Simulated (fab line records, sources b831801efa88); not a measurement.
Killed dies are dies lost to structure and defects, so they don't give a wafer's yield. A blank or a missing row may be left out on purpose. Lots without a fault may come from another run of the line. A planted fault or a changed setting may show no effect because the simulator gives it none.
Chamber matching | flow gf180mcu | GF_V2_CMP_26 on cmp-01: 4 sister chambers
The step polishes, stops on SiO2, t overpolish 15 s, target thk 0 nm. 4 wafers are shown with their chamber, then 10 later ones without.

WAFERS WITH THEIR CHAMBER
wafer  | chamber | motor_current_A (A)
L085.3 | 1       | 9.3
L086.1 | 2       | 11.0
L090.2 | 0       | 11.9
L090.3 | 3       | 9.6

WAFERS WITHOUT THEIR CHAMBER
wafer  | motor_current_A (A)
L090.4 | 10.0
L094.1 | 9.4
L094.2 | 11.2
L094.4 | 11.8
L093.1 | 11.2
L093.2 | 10.0
L093.5 | 9.6
L097.2 | 12.0
L097.4 | 11.0
L097.5 | 11.7

WHICH CHAMBER EACH WENT THROUGH
wafer  | from the rows above     | in truth
L090.4 | can't be placed: 3 or 1 | 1
L094.1 | can't be placed: 1 or 3 | 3
L094.2 | 2                       | 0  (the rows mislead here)
L094.4 | 0                       | 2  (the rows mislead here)
L093.1 | 2                       | 2
L093.2 | can't be placed: 3 or 1 | 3
L093.5 | can't be placed: 3 or 1 | 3
L097.2 | 0                       | 0
L097.4 | 2                       | 2
L097.5 | 0                       | 0
Placed correctly: 4 of 10. Can't be placed from these rows: 4 (the true chamber is among the candidates in 4). Placed wrongly: 2.
How it was worked out, from the rows above alone: a wafer's distance from a chamber is the root of the sum, over the readings, of the square of ((its reading less the chamber's mean) divided by the reading's scatter). The wafer belongs to the nearest chamber; if the next one is less than 2 further off, it can't be placed. A chamber's mean is the mean of its shown wafers. The scatter: with one shown wafer a chamber, the root of the mean of the squares of how far each hidden wafer lies from its nearest shown one.
